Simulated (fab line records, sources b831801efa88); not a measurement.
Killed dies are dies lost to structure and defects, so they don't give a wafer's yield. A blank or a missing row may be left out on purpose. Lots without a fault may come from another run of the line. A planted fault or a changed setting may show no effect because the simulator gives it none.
Which tool did it? | flow sky130 | 11 lots, 33 wafers sampled, at 3 steps of a route of 708

WHAT THE GAUGES READ, wafer by wafer
SKY_PWDE_TW_MEAS_10.
lot  | measured    | on            | PWDE_TW
L694 | day 4 08:40 | film_metro-01 | 378.0 376.7 378.1
L695 | day 4 15:51 | film_metro-01 | 376.9 378.2 374.8
L696 | day 4 18:20 | film_metro-01 | 377.6 379.8 377.0
L701 | day 6 00:47 | film_metro-01 | 368.7 368.8 366.4
L702 | day 6 01:36 | film_metro-04 | 368.2 370.8 369.4
L703 | day 6 07:55 | film_metro-01 | 376.4 376.5 378.1
L705 | day 6 23:47 | film_metro-02 | 372.5 372.2 369.7
L707 | day 7 08:26 | film_metro-01 | 372.5 372.6 372.6
L714 | day 9 04:19 | film_metro-01 | 373.4 372.5 372.2
L715 | day 9 06:17 | film_metro-01 | 373.5 371.1 373.1
L716 | day 9 10:52 | film_metro-04 | 373.8 375.6 375.4

WHICH TOOL RAN EACH LOT (tool, then ch and the chambers of the sampled wafers, then the start)
lot  | SKY_FIELD_ISO_CMP_27         | SKY_PWDE_IMPLANT_08
L694 | cmp-01 ch 1,2,3, day 2 18:11 | implanter-02 ch 0, day 4 08:25
L695 | cmp-01 ch 1,2,3, day 3 01:35 | implanter-02 ch 0, day 4 15:37
L696 | cmp-02 ch 0,1, day 3 03:29   | implanter-04 ch 0, day 4 18:07
L701 | cmp-02 ch 0,3, day 4 08:42   | implanter-02 ch 0, day 6 00:32
L702 | cmp-02 ch 0,2, day 4 10:00   | implanter-02 ch 0, day 6 01:22
L703 | cmp-02 ch 0,1, day 4 15:50   | implanter-04 ch 0, day 6 07:40
L705 | cmp-02 ch 1,2,3, day 5 04:41 | implanter-02 ch 0, day 6 23:32
L707 | cmp-02 ch 0,2, day 5 13:11   | implanter-04 ch 0, day 7 08:11
L714 | cmp-01 ch 0,2,3, day 7 05:02 | implanter-04 ch 0, day 9 04:04
L715 | cmp-01 ch 1,2, day 7 08:05   | implanter-02 ch 0, day 9 06:02
L716 | cmp-02 ch 2,3, day 7 12:03   | implanter-02 ch 0, day 9 10:40
- SKY_FIELD_ISO_CMP_27: polishes, stops on Si3N4, t overpolish 16 s, target thk 457.8 nm.
- SKY_PWDE_IMPLANT_08

THE ANSWER, worked out from the rows above alone
Rule: what is usual is taken from the lots themselves. Put in order of their means at a reading, lots are off if they are a third of the lots or fewer, leave a main group of 4 or more, and stand apart from it by a gap of 3 or more times the standard deviation of the main group's means; of several such gaps the widest counts. A main group whose means are all the same, to the digits that the tables above print for the reading, isn't used. A lot without any number at a reading at which 4 lots or more have one is off too. The other lots that the step has rows for count as sound.
No lot is off at any reading shown: from this, nothing can be told.

WHAT THE SIMULATOR HAD PUT IN
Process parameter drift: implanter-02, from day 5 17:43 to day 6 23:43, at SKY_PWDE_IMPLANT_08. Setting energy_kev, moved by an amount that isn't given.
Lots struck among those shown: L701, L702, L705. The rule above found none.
